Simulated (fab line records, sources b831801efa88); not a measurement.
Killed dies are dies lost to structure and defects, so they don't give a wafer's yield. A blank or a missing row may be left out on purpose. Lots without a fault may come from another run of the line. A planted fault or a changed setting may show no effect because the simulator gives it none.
fab line records | flow sky130
record lots=6 wafers=18 last_day=50
route steps=708 shown VIA1@475 METAL2@483 VIA2@507 PAD_OPEN@708
lots that met no fault: from a run of the same line without faults
start_h: hours from the record's first day to the start of the lot's first wafer shown | wait_h: hours since the lot's step before | " the same as in the row above | L1.1+2: a row that stands for several wafers | - no value, or no start given | * or withheld: withheld | < > ~ a bound
route shown NAME@n: a module of which the file shows steps, and the number in the route of the first | usual: mean/standard deviation of fault-free wafers | same: alike in all rows | chamber/n: place in a boat | sites: the reading at each site | _std_site: their standard deviation | _edge_site: outer sites' mean less inner sites' | radius_mm: how far each site lies from the wafer's centre | mask NAME#n: copy n | behind: the tool/chamber that last shaped the wafer | hold: why the lot was held/for how many hours/how that ended | device: the transistor (n, p or np) that didn't switch | end of line: the same wafers' tests at the end of the route | a step without rows: its recipe alone | killed: dies lost to structure and defects at the first sort, not the wafer's yield | map: a wafer's dies, x killed, . not, _ none there
set.NAME: the setting as run; set.NAME@STEP: as run at that earlier step | model.NAME: the simulator's own value behind a step, which no gauge read
lots at some steps of the route; a table a step, a row a wafer
services: from which hour (start_h, from the record's first day; less than 0 if before it) a tool's chamber was out of use, for how many hours, and why
## steps
# step SKY_VIA1_STRIP_17
# recipe chemistry=post_etch_residue_remover time_s=1200 temp_c=72.5
# step SKY_VIA1_CLEAN_18
# recipe chemistry=IPA time_s=180 temp_c=25
# step SKY_VIA1_CLEAN_19
# recipe chemistry=O3/DIW dry=n2_spin
# step SKY_VIA1_SPUTTER_20
# recipe material=TiN target_thk_nm=20 chamber_pressure_pa=5 power_w=4000 time_s=80
# step SKY_VIA1_CVD_21
# recipe material=W target_thk_nm=270 time_s=80.902 temp_c=400 pressure_torr=40
# usual heater_power_w=797/35
# columns lot.wafer tool chamber start_h wait_h heater_power_w
L415.3 cvd_w-02 1 794.58 0.1 825
L415.4 " 0 " " 838
L415.5 " 1 " " 835
L423.3 cvd_w-01 1 877.92 0.1 801
L423.4 " 0 " " 731
L423.6 " 0 " " 746
L426.4 cvd_w-01 1 885.20 0.1 798
L426.5 " 1 " " 815
L426.6 " 0 " " 735
L429.2 cvd_w-02 0 910.93 0.0 824
L429.5 " 1 " " 837
L429.6 " 0 " " 823
L437.1 cvd_w-02 0 962.27 0.0 856
L437.3 " 1 " " 814
L437.5 " 0 " " 832
L438.3 cvd_w-02 1 963.44 0.1 825
L438.4 " 0 " " 820
L438.5 " 1 " " 840
# step SKY_VIA1_RS_MEAS_22
# recipe thk_meas_gauge=four-point-probe reads=W_of_VIA1_CVD_21+TiN_of_VIA1_SPUTTER_20
# usual VIA1_W_RS=0.423/0.006
# columns lot.wafer tool chamber start_h wait_h VIA1_W_RS[ohm/sq]
L415.3 film_metro-01 - 794.69 0.1 0.409
L415.4 " - " " 0.419
L415.5 " - " " 0.410
L423.3 film_metro-03 - 878.02 0.1 0.428
L423.4 " - " " 0.424
L423.6 " - " " 0.427
L426.4 film_metro-03 - 885.32 0.1 0.428
L426.5 " - " " 0.428
L426.6 " - " " 0.425
L429.2 film_metro-01 - 911.04 0.1 0.422
L429.5 " - " " 0.417
L429.6 " - " " 0.423
L437.1 film_metro-04 - 962.36 0.1 0.427
L437.3 " - " " 0.419
L437.5 " - " " 0.423
L438.3 film_metro-04 - 963.54 0.1 0.414
L438.4 " - " " 0.421
L438.5 " - " " 0.414
# step SKY_VIA1_THK_MEAS_23
# recipe thk_meas_gauge=xrf reads=W_of_VIA1_CVD_21
# usual VIA1_W_THK=269/4.4
# columns lot.wafer tool chamber start_h wait_h VIA1_W_THK[nm]
L415.3 film_metro-01 - 794.79 0.1 277
L415.4 " - " " 273
L415.5 " - " " 278
L423.3 film_metro-03 - 878.12 0.1 264
L423.4 " - " " 268
L423.6 " - " " 266
L426.4 film_metro-03 - 885.41 0.1 267
L426.5 " - " " 266
L426.6 " - " " 267
L429.2 film_metro-01 - 911.15 0.1 272
L429.5 " - " " 273
L429.6 " - " " 269
L437.1 film_metro-04 - 962.48 0.1 268
L437.3 " - " " 274
L437.5 " - " " 271
L438.3 film_metro-04 - 963.64 0.1 278
L438.4 " - " " 273
L438.5 " - " " 278
# step SKY_VIA1_CMP_24
# recipe stop_on=SiO2 t_overpolish_s=15 down_force_psi=3.5 platen_rpm=60 target_thk_nm=0 pad_velocity_m_s=0.94248
# step SKY_METAL2_SPUTTER_00
# recipe material=Ti target_thk_nm=15 power_w=3000 time_s=10 chamber_pressure_pa=0.4
# usual throttle_valve_pct=29.6/0.71
# columns lot.wafer tool chamber start_h wait_h throttle_valve_pct
L415.3 pvd_sputter-04 - 795.13 0.2 28.6
L415.4 " - " " 29.2
L415.5 " - " " 28.6
L423.3 pvd_sputter-04 - 878.46 0.1 29.5
L423.4 " - " " 29.5
L423.6 " - " " 29.5
L426.4 pvd_sputter-03 - 885.74 0.1 30.6
L426.5 " - " " 29.6
L426.6 " - " " 30.7
L429.2 pvd_sputter-02 - 911.50 0.2 30.1
L429.5 " - " " 29.0
L429.6 " - " " 30.2
L437.1 pvd_sputter-04 - 962.84 0.1 28.5
L437.3 " - " " 29.7
L437.5 " - " " 29.6
L438.3 pvd_sputter-04 - 963.98 0.2 28.7
L438.4 " - " " 28.6
L438.5 " - " " 28.4
# step SKY_METAL2_SPUTTER_01
# recipe material=TiN target_thk_nm=20 power_w=6500 time_s=16.7 chamber_pressure_pa=0.4
# usual throttle_valve_pct=29.6/0.69
# columns lot.wafer tool chamber start_h wait_h throttle_valve_pct
L415.3 pvd_sputter-04 - 795.15 0.0 28.5
L415.4 " - " " 29.7
L415.5 " - " " 28.6
L423.3 pvd_sputter-04 - 878.48 0.0 29.4
L423.4 " - " " 29.5
L423.6 " - " " 29.2
L426.4 pvd_sputter-03 - 885.76 0.0 30.9
L426.5 " - " " 29.4
L426.6 " - " " 30.4
L429.2 pvd_sputter-02 - 911.53 0.0 30.0
L429.5 " - " " 29.2
L429.6 " - " " 29.8
L437.1 pvd_sputter-04 - 962.87 0.0 28.4
L437.3 " - " " 29.3
L437.5 " - " " 29.6
L438.3 pvd_sputter-04 - 964.00 0.0 28.5
L438.4 " - " " 29.3
L438.5 " - " " 28.4
# step SKY_METAL2_SPUTTER_02
# recipe material=AlCu target_thk_nm=250 power_w=10600 time_s=13.3 chamber_pressure_pa=0.4
# step SKY_METAL2_SPUTTER_03
# recipe material=Ti target_thk_nm=5 power_w=3000 time_s=3.3 chamber_pressure_pa=0.4
# usual throttle_valve_pct=29.6/0.71
# columns lot.wafer tool chamber start_h wait_h throttle_valve_pct
L415.3 pvd_sputter-04 - 795.20 0.0 28.6
L415.4 " - " " 29.4
L415.5 " - " " 28.7
L423.3 pvd_sputter-04 - 878.53 0.0 29.4
L423.4 " - " " 29.6
L423.6 " - " " 29.4
L426.4 pvd_sputter-03 - 885.81 0.0 30.6
L426.5 " - " " 29.5
L426.6 " - " " 30.7
L429.2 pvd_sputter-02 - 911.58 0.0 29.9
L429.5 " - " " 29.3
L429.6 " - " " 30.0
L437.1 pvd_sputter-04 - 962.92 0.0 28.5
L437.3 " - " " 29.3
L437.5 " - " " 29.6
L438.3 pvd_sputter-04 - 964.05 0.0 28.4
L438.4 " - " " 29.0
L438.5 " - " " 28.4
# step SKY_METAL2_SPUTTER_04
# recipe material=TiN target_thk_nm=70 power_w=6500 time_s=58.3 chamber_pressure_pa=0.4
# usual throttle_valve_pct=29.6/0.69
# columns lot.wafer tool chamber start_h wait_h throttle_valve_pct
L415.3 pvd_sputter-04 - 795.22 0.0 28.5
L415.4 " - " " 29.6
L415.5 " - " " 28.7
L423.3 pvd_sputter-04 - 878.55 0.0 29.4
L423.4 " - " " 29.4
L423.6 " - " " 29.5
L426.4 pvd_sputter-03 - 885.83 0.0 30.7
L426.5 " - " " 29.3
L426.6 " - " " 30.6
L429.2 pvd_sputter-02 - 911.59 0.0 30.0
L429.5 " - " " 29.3
L429.6 " - " " 30.0
L437.1 pvd_sputter-04 - 962.94 0.0 28.6
L437.3 " - " " 29.9
L437.5 " - " " 29.4
L438.3 pvd_sputter-04 - 964.07 0.0 28.9
L438.4 " - " " 29.1
L438.5 " - " " 28.4
# step SKY_METAL2_RS_MEAS_05
# recipe thk_meas_gauge=four-point-probe reads=TiN_of_METAL2_SPUTTER_04+Ti_of_METAL2_SPUTTER_03+AlCu_of_METAL2_SPUTTER_02+TiN_of_METAL2_SPUTTER_01+Ti_of_METAL2_SPUTTER_00
# usual METAL2_ALCU_RS=0.1268/0.0014
# columns lot.wafer tool chamber start_h wait_h METAL2_ALCU_RS[ohm/sq]
L415.3 film_metro-02 - 795.31 0.1 0.1257
L415.4 " - " " 0.1263
L415.5 " - " " 0.1253
L423.3 film_metro-02 - 878.64 0.1 0.1278
L423.4 " - " " 0.1277
L423.6 " - " " 0.1277
L426.4 film_metro-03 - 885.94 0.1 0.1252
L426.5 " - " " 0.1270
L426.6 " - " " 0.1261
L429.2 film_metro-04 - 911.66 0.0 0.1283
L429.5 " - " " 0.1274
L429.6 " - " " 0.1264
L437.1 film_metro-02 - 962.98 0.0 0.1278
L437.3 " - " " 0.1251
L437.5 " - " " 0.1253
L438.3 film_metro-04 - 964.16 0.1 0.1287
L438.4 " - " " 0.1293
L438.5 " - " " 0.1285
# step SKY_METAL2_THK_MEAS_06
# recipe thk_meas_gauge=xrf reads=AlCu_of_METAL2_SPUTTER_02
# usual METAL2_ALCU_THK=248.9/2.8
# columns lot.wafer tool chamber start_h wait_h METAL2_ALCU_THK[nm]
L415.3 film_metro-02 - 795.41 0.1 251.8
L415.4 " - " " 249.5
L415.5 " - " " 251.4
L423.3 film_metro-02 - 878.74 0.1 247.6
L423.4 " - " " 248.1
L423.6 " - " " 246.2
L426.4 film_metro-03 - 886.03 0.1 253.9
L426.5 " - " " 248.6
L426.6 " - " " 250.7
L429.2 film_metro-04 - 911.77 0.1 245.5
L429.5 " - " " 247.2
L429.6 " - " " 250.2
L437.1 film_metro-02 - 963.10 0.1 244.7
L437.3 " - " " 249.9
L437.5 " - " " 250.6
L438.3 film_metro-04 - 964.26 0.1 243.6
L438.4 " - " " 244.7
L438.5 " - " " 245.3
# step SKY_METAL2_DEHYDRATE_07
# recipe temp_c=200 time_s=60
# step SKY_METAL2_HMDS_08
# recipe prime_time_s=60 prime_temp_c=120
# step SKY_METAL2_COAT_09
# recipe resist=BARC temp_c=withheld time_s=withheld spin_rpm=3000 resist_thk_nm=60
# step SKY_METAL2_COAT_10
# recipe resist=KrF-thick spin_rpm=3000 resist_thk_nm=450
# step SKY_METAL2_SOFTBAKE_11
# recipe temp_c=100 time_s=90 resist=KrF-thick
# step SKY_METAL2_EXPOSE_12
# recipe mask_id=MM2 na=0.8 source_shape=annular sigma_inner=0.55 sigma_outer=0.85 target_cd_nm=140 dose_mj=28.53
# step SKY_METAL2_PEB_13
# recipe peb_temp_c=withheld peb_time_s=withheld resist=KrF-thick
# step SKY_METAL2_DEVELOP_14
# recipe develop_time_s=60 resist=KrF-thick dev_temp_c=21
# step SKY_METAL2_CD_MEAS_15
# recipe target_cd_nm=140
# usual cd_nm=140.2/1.7
# columns lot.wafer tool chamber start_h wait_h cd_nm
L415.3 cd_sem-02 - 822.71 - 139.8
L415.4 " - " " 140.7
L415.5 " - " " 140.5
L423.3 cd_sem-02 - 903.93 - 138.1
L423.4 " - " " 138.8
L423.6 " - " " 139.7
L426.4 cd_sem-02 - 911.83 - 143.1
L426.5 " - " " 143.3
L426.6 " - " " 142.2
L429.2 cd_sem-02 - 936.90 - 138.9
L429.5 " - " " 139.1
L429.6 " - " " 139.1
L437.1 cd_sem-01 - 986.78 - 139.9
L437.3 " - " " 142.2
L437.5 " - " " 141.9
L438.3 cd_sem-01 - 988.11 - 139.7
L438.4 " - " " 140.6
L438.5 " - " " 138.1
# step SKY_METAL2_OVL_MEAS_16
# usual METAL2_OVL=2/4.7
# columns lot.wafer tool chamber start_h wait_h METAL2_OVL[nm]
L415.3 overlay-02 - 822.80 0.1 10
L415.4 " - " " 7
L415.5 " - " " 13
L423.3 overlay-01 - 904.02 0.1 4
L423.4 " - " " 4
L423.6 " - " " -1
L426.4 overlay-01 - 911.91 0.1 3
L426.5 " - " " -3
L426.6 " - " " -5
L429.2 overlay-01 - 937.00 0.1 -1
L429.5 " - " " 5
L429.6 " - " " 0
L437.1 overlay-02 - 986.90 0.1 7
L437.3 " - " " 6
L437.5 " - " " 5
L438.3 overlay-02 - 988.20 0.1 -5
L438.4 " - " " 3
L438.5 " - " " 5
# step SKY_METAL2_DESCUM_17
# recipe chemistry=O2 source_power_w=150 bias_power_w=0 pressure_mtorr=10 temp_c=40 time_s=8
# step SKY_METAL2_ETCH_18
# recipe chemistry=N2/H2 target=BARC ion_energy_ev=200 bias_w=100 pressure_mtorr=30 n2_flow_sccm=100 h2_flow_sccm=200 icp_w=500 stop_on=SiO2 time_s=45.9 target_depth_a=600
# step SKY_METAL2_METAL_ETCH_19
# recipe target_depth_a=3600 stop_on=SiO2 over_etch_frac=0.3 time_s=78 chemistry=Cl2/BCl3 resist_sidewall_deg=88 pressure_mtorr=10 icp_w=900 bias_w=48.5 Cl2_flow_sccm=60 bcl3_flow_sccm=30
# step SKY_METAL2_STRIP_20
# recipe chemistry=O2/N2 power_w=1400 pressure_mtorr=1500 platen_temp_c=withheld o2_flow_sccm=3000 n2_flow_sccm=300 overash_fraction=0.5
# usual drypump_motor_current_A=5.4/0.31 o2_flow_sccm=2999/8.6 oes_product_au=0.345/0.0049 strip_time_to_endpoint_s=2.74/0.054
# columns lot.wafer tool chamber start_h wait_h drypump_motor_current_A o2_flow_sccm oes_product_au rf_hours_counter_h strip_time_to_endpoint_s
L415.3 plasma_asher-04 0 823.04 0.1 5.1 2998 0.351 - 2.78
L415.4 " 1 " " 5.7 2989 0.349 - 2.74
L415.5 " 1 " " 5.6 3003 0.345 - 2.72
L423.3 plasma_asher-04 1 904.26 0.1 5.6 2997 0.348 - 2.69
L423.4 " 0 " " 5.1 2995 0.344 - 2.80
L423.6 " 1 " " 5.6 3000 0.349 - 2.79
L426.4 plasma_asher-04 0 912.14 0.1 5.1 3007 0.347 - 2.78
L426.5 " 1 " " 5.6 3001 0.346 - 2.79
L426.6 " 0 " " 5.1 2988 0.339 - 2.70
L429.2 plasma_asher-04 0 937.22 0.1 5.1 3010 0.347 114 2.80
L429.5 " 1 " " 5.7 2994 0.334 - 2.67
L429.6 " 0 " " 5.1 2990 0.339 - 2.79
L437.1 plasma_asher-04 0 987.12 0.1 5.1 2991 0.343 119 2.69
L437.3 " 1 " " 5.6 3007 0.340 - 2.70
L437.5 " 1 " " 5.6 2984 0.349 - 2.75
L438.3 plasma_asher-02 1 988.44 0.1 5.9 2997 0.344 - 2.81
L438.4 " 0 " " 5.1 2996 0.348 - 2.75
L438.5 " 1 " " 5.8 2993 0.346 - 2.78
# step SKY_METAL2_STRIP_21
# recipe chemistry=post_etch_residue_remover time_s=1200 temp_c=72.5
# step SKY_METAL2_CLEAN_22
# recipe chemistry=IPA time_s=180 temp_c=25
# step SKY_METAL2_CLEAN_23
# recipe chemistry=O3/DIW dry=n2_spin
# step SKY_VIA2_HDPCVD_00
# recipe material=SiO2 target_thk_nm=1180 sigma_open_frac=0.3 time_s=196.7 temp_c=400 sih4_flow_sccm=60 pressure_mtorr=6
# step SKY_VIA2_THK_MEAS_01
# recipe reads=SiO2_of_VIA2_HDPCVD_00
# usual VIA2_HDPCVD_THK=1176/14
# columns lot.wafer tool chamber start_h wait_h VIA2_HDPCVD_THK[nm]
L415.3 film_metro-02 - 823.76 0.1 1191
L415.4 " - " " 1200
L415.5 " - " " 1176
L423.3 film_metro-04 - 904.97 0.1 1166
L423.4 " - " " 1176
L423.6 " - " " 1193
L426.4 film_metro-01 - 912.86 0.0 1182
L426.5 " - " " 1192
L426.6 " - " " 1171
L429.2 film_metro-04 - 937.98 0.1 1152
L429.5 " - " " 1168
L429.6 " - " " 1191
L437.1 film_metro-04 - 987.98 0.1 1167
L437.3 " - " " 1190
L437.5 " - " " 1200
L438.3 film_metro-02 - 989.21 0.1 1173
L438.4 " - " " 1174
L438.5 " - " " 1161
# step SKY_VIA2_CMP_02
# recipe material=SiO2 down_force_psi=4 platen_rpm=60 pad_velocity_m_s=0.94248
# step SKY_VIA2_BOW_MEAS_03
# recipe mode=bow
# usual VIA2_BOW=85/7.1
# columns lot.wafer tool chamber start_h wait_h VIA2_BOW[um]
L415.3 film_metro-01 - 824.14 0.3 81
L415.4 " - " " 79
L415.5 " - " " 89
L423.3 film_metro-02 - 905.35 0.1 77
L423.4 " - " " 87
L423.6 " - " " 77
L426.4 film_metro-02 - 913.25 0.3 93
L426.5 " - " " 85
L426.6 " - " " 89
L429.2 film_metro-02 - 938.58 0.1 92
L429.5 " - " " 87
L429.6 " - " " 91
L437.1 film_metro-02 - 988.34 0.2 89
L437.3 " - " " 85
L437.5 " - " " 88
L438.3 film_metro-04 - 989.59 0.2 87
L438.4 " - " " 86
L438.5 " - " " 90
# step SKY_VIA2_DEHYDRATE_04
# recipe temp_c=200 time_s=60
# step SKY_VIA2_HMDS_05
# recipe prime_time_s=60 prime_temp_c=120
# step SKY_VIA2_COAT_06
# recipe resist=BARC temp_c=withheld time_s=withheld spin_rpm=3000 resist_thk_nm=60
# step SKY_VIA2_COAT_07
# recipe resist=KrF-thick spin_rpm=3000 resist_thk_nm=450
# step SKY_VIA2_SOFTBAKE_08
# recipe temp_c=100 time_s=90 resist=KrF-thick
# step SKY_VIA2_EXPOSE_09
# recipe mask_id=VIM2 na=0.8 source_shape=annular sigma_inner=0.55 sigma_outer=0.85 target_cd_nm=200 dose_mj=38
# step SKY_PAD_OPEN_PROBE_99
# usual defect_limited_yield=82.3/2.1 killed_at_M0_to_M3=44/7.3 killed_at_M4_up=3.3/1.8 killed_at_contacts=24/5.3 killed_at_front_end=16/5 killed_at_other=0.2/0.51 killed_dies=87/10 killed_open=47/7.5 killed_short=40/6.3 sort_bin_3_pad_short=0.9/0.41 sort_bin_5_function=10.5/1.6 sort_bin_6_memory=6.3/1.2 sort_n_pass=405/10 sort_yield_pct=82.3/2.1
# same gross_dies=492 killed_at_back_side=0 sort_bin_4_leakage[%]=0 sort_bin_8_speed[%]=0
# columns lot.wafer tool chamber start_h wait_h defect_limited_yield[%] killed_at_M0_to_M3 killed_at_M4_up killed_at_contacts killed_at_front_end killed_at_other killed_dies killed_open killed_short sort_bin_3_pad_short[%] sort_bin_5_function[%] sort_bin_6_memory[%] sort_n_pass sort_yield_pct[%] model.etest.tester.sort_n_pass model.etest.tester.sort_yield_pct model.etest.tester.sort_bin_5_pct model.etest.tester.sort_bin_3_pct
L415.3 prober-02 - 1080.27 0.2 84.1 38 3 23 14 0 78 36 42 0.8 9.1 5.9 414 84.1 414 84.15 9.146 0.813
L415.4 prober-02 - 1080.32 0.2 82.5 47 2 18 19 0 86 46 40 1.6 10.0 5.9 406 82.5 406 82.52 9.959 1.626
L415.5 prober-02 - 1080.37 0.2 81.7 42 4 26 18 0 90 39 51 1.0 10.6 6.7 402 81.7 402 81.71 10.57 1.016
L423.3 prober-02 - 1142.30 0.2 83.5 35 5 26 14 1 81 39 42 1.0 9.3 6.1 411 83.5 411 83.54 9.35 1.016
L423.4 prober-02 - 1142.35 0.2 82.3 38 5 36 7 1 87 43 44 1.0 11.4 5.3 405 82.3 405 82.32 11.38 1.016
L423.6 prober-02 - 1142.45 0.2 81.1 42 4 27 20 0 93 48 45 0.4 11.8 6.7 399 81.1 399 81.1 11.79 0.4065
L426.4 prober-01 - 1147.61 0.2 78.7 44 4 40 17 0 105 55 50 1.6 11.2 8.5 387 78.7 387 78.66 11.18 1.626
L426.5 prober-01 - 1147.66 0.2 83.7 33 5 28 12 2 80 38 42 1.0 8.7 6.5 412 83.7 412 83.74 8.74 1.016
L426.6 prober-01 - 1147.71 0.2 82.3 38 2 27 20 0 87 38 49 1.0 9.6 7.1 405 82.3 405 82.32 9.553 1.016
L437.1 prober-02 - 1200.56 0.1 74.2 78 4 24 21 0 127 53 50 2.8 16.5 6.5 365 74.2 365 74.19 16.46 2.846
L437.3 prober-02 - 1200.66 0.2 70.7 110 3 18 13 0 144 42 41 4.1 18.5 6.7 348 70.7 348 70.73 18.5 4.065
L437.5 prober-02 - 1200.76 0.2 66.7 116 4 26 18 0 164 59 52 5.3 17.1 11.0 328 66.7 328 66.67 17.07 5.285
L438.3 prober-01 - 1202.85 0.2 75.2 76 9 20 17 0 122 53 44 2.2 14.8 7.7 370 75.2 370 75.2 14.84 2.236
L438.4 prober-01 - 1202.90 0.2 71.3 97 1 30 13 0 141 51 35 4.5 15.9 8.3 351 71.3 351 71.34 15.85 4.472
L438.5 prober-01 - 1202.95 0.2 77.0 77 2 15 18 1 113 45 41 2.8 12.8 7.3 379 77.0 379 77.03 12.8 2.846
# killed by level:class
L415.3 LI_CONTACT:geometric_particle:open=8 FIELD_ISO:geometric_particle:short=7 CONTACT:geometric_particle:short=6 VIA1:geometric_particle:short=6 VIA1:geometric_particle:open=6 VIA2:geometric_particle:short=6 METAL2:geometric_particle:short=5 CONTACT:geometric_particle:open=4
L415.4 CONTACT:geometric_particle:open=10 VIA1:geometric_particle:open=9 METAL1:geometric_particle:short=8 VIA3:geometric_particle:short=7 VIA3:geometric_particle:open=6 METAL2:geometric_particle:short=5 FIELD_ISO:geometric_particle:open=4 VIA2:geometric_particle:open=4
L415.5 FIELD_ISO:geometric_particle:short=10 VIA2:geometric_particle:open=8 CONTACT:geometric_particle:short=8 VIA3:geometric_particle:open=8 CONTACT:geometric_particle:open=7 VIA1:geometric_particle:open=6 FIELD_ISO:geometric_particle:open=5 LI_CONTACT:geometric_particle:short=5
L423.3 CONTACT:geometric_particle:open=9 CONTACT:geometric_particle:short=6 VIA1:geometric_particle:open=6 LI_CONTACT:geometric_particle:open=5 VIA1:geometric_particle:short=5 FIELD_ISO:geometric_particle:short=4 METAL3:geometric_particle:short=4 METAL1:geometric_particle:short=4
L423.4 CONTACT:geometric_particle:open=15 VIA1:geometric_particle:open=12 CONTACT:geometric_particle:short=10 LI_CONTACT:geometric_particle:open=5 METAL2:geometric_particle:short=5 METAL1:geometric_particle:short=4 VIA1:geometric_particle:short=4 VIA2:geometric_particle:open=4
L423.6 VIA1:geometric_particle:open=12 CONTACT:geometric_particle:open=9 VIA3:geometric_particle:open=7 CONTACT:geometric_particle:short=6 POLY_GATE:geometric_particle:open=6 VIA1:geometric_particle:short=6 METAL2:geometric_particle:short=5 LI_CONTACT:geometric_particle:open=4
L426.4 LI_CONTACT:geometric_particle:open=13 CONTACT:geometric_particle:open=9 CONTACT:geometric_particle:short=7 METAL1:geometric_particle:short=7 METAL2:geometric_particle:open=6 FIELD_ISO:geometric_particle:open=5 VIA2:geometric_particle:open=5 LOCAL_INTERCONNECT:geometric_particle:short=5
L426.5 CONTACT:geometric_particle:open=8 LI_CONTACT:geometric_particle:open=8 VIA1:geometric_particle:open=7 LOCAL_INTERCONNECT:geometric_particle:short=7 VIA3:geometric_particle:open=6 FIELD_ISO:geometric_particle:short=5 METAL1:geometric_particle:short=5 METAL2:geometric_particle:short=5
L426.6 LI_CONTACT:geometric_particle:open=8 FIELD_ISO:geometric_particle:open=7 LOCAL_INTERCONNECT:geometric_particle:short=7 METAL2:geometric_particle:short=7 VIA1:geometric_particle:open=6 VIA2:geometric_particle:open=5 POLY_GATE:geometric_particle:short=5 CONTACT:geometric_particle:short=5
L437.1 METAL2:unspecified=24 VIA1:geometric_particle:open=10 VIA2:geometric_particle:open=9 CONTACT:geometric_particle:open=8 VIA1:geometric_particle:short=7 METAL2:geometric_particle:short=7 FIELD_ISO:geometric_particle:short=6 LI_CONTACT:geometric_particle:open=6
L437.3 METAL2:unspecified=61 VIA1:geometric_particle:open=9 VIA1:geometric_particle:short=8 VIA3:geometric_particle:open=8 FIELD_ISO:geometric_particle:short=7 CONTACT:geometric_particle:open=7 VIA2:geometric_particle:open=7 VIA2:geometric_particle:short=6
L437.5 METAL2:unspecified=53 VIA1:geometric_particle:open=14 METAL2:geometric_particle:short=12 METAL1:geometric_particle:short=9 VIA2:geometric_particle:open=9 LI_CONTACT:geometric_particle:open=7 CONTACT:geometric_particle:short=7 CONTACT:geometric_particle:open=6
L438.3 METAL2:unspecified=25 VIA1:geometric_particle:open=10 METAL1:geometric_particle:short=10 LI_CONTACT:geometric_particle:open=7 CONTACT:geometric_particle:open=7 VIA3:geometric_particle:open=7 VIA1:geometric_particle:short=6 VIA2:geometric_particle:open=6
L438.4 METAL2:unspecified=55 CONTACT:geometric_particle:open=15 METAL1:geometric_particle:short=13 VIA2:geometric_particle:open=8 VIA1:geometric_particle:open=7 LI_CONTACT:geometric_particle:open=6 FIELD_ISO:geometric_particle:open=5 LOCAL_INTERCONNECT:geometric_particle:short=4
L438.5 METAL2:unspecified=27 METAL1:geometric_particle:short=11 CONTACT:geometric_particle:open=8 VIA3:geometric_particle:open=8 VIA1:geometric_particle:open=7 FIELD_ISO:geometric_particle:open=5 FIELD_ISO:geometric_particle:short=5 POLY_GATE:geometric_particle:short=5
# map L437.5 (x killed, . not)
__________x......xx._________
________...x........x._______
______.....x.......x...._____
_____x........x.....x.xx.____
____x...x......x..x...xx..___
___...xx.xxx...........x...__
__.x....x...x..xx.xx.x.x.x.._
_.xx..x.x.x.....xxx.x.x.xx...
_...x.xx.x...x...x..x...x....
_.x.......x.xx.xxxx..xx......
_.........x..x.xxxxx..x....xx
_.....x..x.xxxxxxxxxxx.x.....
_..x...x...x.xxxxxxxx..xxx...
_...x.....x..xxxxxxxx..x....x
_....x..x.x..xxxxxxxx.x.x....
__.......xx..xxxxxxxxx....x._
___..........xxxxx..xx.....__
____x.xxx.x....x..........___
_____.....x.............x____
______.......x....x...xx_____
________.xx.......x..._______
__________x.......xx_________
# map L438.4 (x killed, . not)
__________....x.x..._________
________..x.xxxx.x.x.._______
______.......xxxxxxx...x_____
_____....x..xxxxxxxxx....____
____x.xx...xxxxxxxxxx..x.x___
___..........xxxxxxxx...x..__
__.xx...x..xxxxxxxxxx....x.._
_x......x..x.xxxxxxx......x..
_........x....x..xx..x...x...
_.....x.......x.....x........
_.....x......x....xx.x.x..x.x
_.............x...xx.......x.
_...xxx.................x...x
_..x.xx.......x.......x.....x
_...................x........
__...x.....xx...........xx.x_
___....xx....x.......x.x...__
____..x......xx.x.....x.x.___
_____.....x..x.x.x..x.x..____
______..xxx....x.....x.._____
________........x...x._______
__________x..x......_________
## services
# columns tool chamber start_h hours kind
pvd_sputter-02 - 794.50 20.5 repair
plasma_asher-04 - 820.85 1.5 repair
pvd_sputter-02 - 831.49 20.7 repair
cvd_w-01 1 848.64 2.8 repair
cvd_w-02 - 849.73 6.9 pm
pvd_sputter-02 0 859.44 - consumable_replace:kit
pvd_sputter-02 0 859.44 18.0 scheduled_down
pvd_sputter-02 0 859.44 18.0 vent_cycle
cvd_w-02 - 885.24 2.8 pm
pvd_sputter-02 - 885.51 20.8 repair
cvd_w-01 - 904.00 14.0 pm
cvd_w-01 0 904.00 14.0 vent_cycle
cvd_w-01 1 904.00 14.0 vent_cycle
pvd_sputter-03 - 907.85 36.5 repair
cvd_w-02 - 916.70 1.4 repair
pvd_sputter-04 0 916.84 - consumable_replace:kit
pvd_sputter-04 0 916.84 18.0 scheduled_down
pvd_sputter-04 0 916.84 18.0 vent_cycle
cvd_w-01 0 918.00 - clean
cvd_w-01 - 932.55 1.4 repair
pvd_sputter-03 2 950.96 - consumable_replace:kit
pvd_sputter-03 2 950.96 18.0 scheduled_down
pvd_sputter-03 2 950.96 18.0 vent_cycle
cvd_w-01 - 984.94 6.0 pm
## key
first_sign step=SKY_PAD_OPEN_PROBE_99 reading=sort_bin_3_pad_short direction=up sigmas=6.6 usual=0.9 struck=3.6
effect step=SKY_PAD_OPEN_PROBE_99 reading=killed_at_M0_to_M3 direction=up sigmas=6.6 usual=44 struck=92
model_effect step=SKY_PAD_OPEN_PROBE_99 value=etest.tester.sort_n_pass without=391.2 struck=356.8
met_at SKY_METAL2_SPUTTER_04
struck_wafers L437.1,L437.3,L437.5,L438.3,L438.4,L438.5
onset_between 878.55 962.94
also_fits time
fault kind=chamber_particle_source tool=pvd_sputter-04 chamber=- onset_h=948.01 steps=SKY_METAL2_SPUTTER_04 rate_per_visit_cm2=1.012 end_h=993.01
